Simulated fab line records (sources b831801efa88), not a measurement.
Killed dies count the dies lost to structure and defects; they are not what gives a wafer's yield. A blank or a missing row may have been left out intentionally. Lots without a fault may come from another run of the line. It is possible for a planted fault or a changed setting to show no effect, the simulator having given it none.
Which tool did it? | flow sky130 | 10 lots, 30 wafers sampled, at 1 step of a route of 708

## WHAT EACH GAUGE READ, for each wafer
SKY_SD_P_OVL_MEAS_08.
lot  | measured     | on         | SD_P_OVL (nm)
L949 | day 26 04:27 | overlay-01 | 0.7 1.2 0.6
L950 | day 26 04:46 | overlay-01 | -0.2 -0.3 0.6
L957 | day 28 10:22 | overlay-01 | 2.1 1.0 2.0
L958 | day 28 17:54 | overlay-01 | -0.1 1.8 0.7
L961 | day 29 12:58 | overlay-01 | 2.3 0.7 4.3
L968 | day 32 07:16 | overlay-01 | 3.1 3.4 1.9
L969 | day 32 14:35 | overlay-01 | -0.5 0.4 0.7
L970 | day 33 06:46 | overlay-01 | 1.1 0.4 2.4
L971 | day 33 07:40 | overlay-02 | -0.8 1.5 0.8
L972 | day 34 00:58 | overlay-02 | 2.2 2.9 2.3

## EACH LOT AND THE TOOL THAT RAN IT (in order: tool; ch and the chambers of the sampled wafers; start)
The record shows no process step preceding these readings.

## THE ANSWER, worked out from the rows above alone
Rule: usual is defined by the lots themselves. Put in order of their means at a reading, lots are off if they are a third of the lots or fewer, leave a main group of 4 or more, and stand apart from it by a gap of 3 or more times the standard deviation of the main group's means; of several such gaps the widest counts. If all means in a main group match to the digits the tables above print for the reading, that group is not used. Also off: a lot with no number at a reading for which 4 or more lots have one. All remaining lots with rows at the step are treated as sound.
No lot is off at any reading shown: from this, nothing can be told.

## WHAT THE SIMULATOR HAD INSERTED
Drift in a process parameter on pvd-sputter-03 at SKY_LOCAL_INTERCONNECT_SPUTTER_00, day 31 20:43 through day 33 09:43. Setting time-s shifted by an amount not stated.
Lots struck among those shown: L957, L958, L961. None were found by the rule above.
